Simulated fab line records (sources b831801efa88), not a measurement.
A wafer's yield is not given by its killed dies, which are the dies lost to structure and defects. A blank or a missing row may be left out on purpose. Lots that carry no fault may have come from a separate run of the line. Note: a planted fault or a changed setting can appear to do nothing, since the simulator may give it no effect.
Which tool was responsible?	flow gf180mcu	Sampling: 7 lots, 21 wafers, 3 of 602 route steps

## WHAT THE GAUGES READ, wafer by wafer
GF_CONTACT_THK_MEAS_01.
lot	measured	on	CONTACT_CVD_00_THK (nm)
L641	day 15 10:29	film-metro-03	301.0 306.8 298.5
L645	day 16 23:16	film-metro-01	295.5 295.0 294.0
L647	day 17 18:34	film-metro-01	301.2 305.6 304.1
L656	day 21 06:18	film-metro-01	299.1 298.1 299.8
L658	day 21 19:17	film-metro-04	305.7 306.0 301.2
L661	day 22 19:34	film-metro-01	299.9 299.4 301.2
L663	day 23 04:51	film-metro-03	294.7 297.4 291.6

## WHICH TOOL RAN EACH LOT (tool, then ch and the chambers of the sampled wafers, then the start)
lot	GF_SAB_ETCH_11	GF_CONTACT_CVD_00
L641	rie-diel-04 ch 1,2, day 15 09:34	hdpcvd-02 ch 0,1,2, day 15 10:26
L645	rie-diel-01 ch 2,3, day 16 22:21	hdpcvd-01 ch 0,1, day 16 23:13
L647	rie-diel-03 ch 1,2,3, day 17 17:39	hdpcvd-02 ch 0,2, day 17 18:31
L656	rie-diel-03 ch 1,2,3, day 21 05:22	hdpcvd-01 ch 0,1, day 21 06:16
L658	rie-diel-04 ch 0,2, day 21 18:22	hdpcvd-01 ch 0,2, day 21 19:14
L661	rie-diel-03 ch 0,2,3, day 22 18:32	hdpcvd-02 ch 0,1, day 22 19:31
L663	rie-diel-03 ch 0,1,2, day 23 03:49	hdpcvd-01 ch 0,1,2, day 23 04:47
- GF_SAB_ETCH_11: etches SiO2 in C4F8/O2/Ar, target depth 55 nm, time 8.5 s.
- GF_CONTACT_CVD_00: deposits SiO2, target thk 300 nm, time 50 s.

## THE ANSWER, worked out from the rows above alone
Rule: what is usual is taken from the lots themselves. The widest of any qualifying gaps counts: lots, ordered by their means at a reading, are off when they make up no more than a third of the lots, leave a main group of 4 or more, and stand apart from it by 3 or more times the standard deviation of that group's means. A main group is skipped when, at the precision printed for the reading in the tables above, its means are all equal. Also off: a lot with no number at a reading for which 4 or more lots have one. Where the step has rows for the other lots, those lots are counted as sound.
None of the lots is off at any reading shown; this tells nothing.

## WHAT HAD BEEN PUT IN BY THE SIMULATOR
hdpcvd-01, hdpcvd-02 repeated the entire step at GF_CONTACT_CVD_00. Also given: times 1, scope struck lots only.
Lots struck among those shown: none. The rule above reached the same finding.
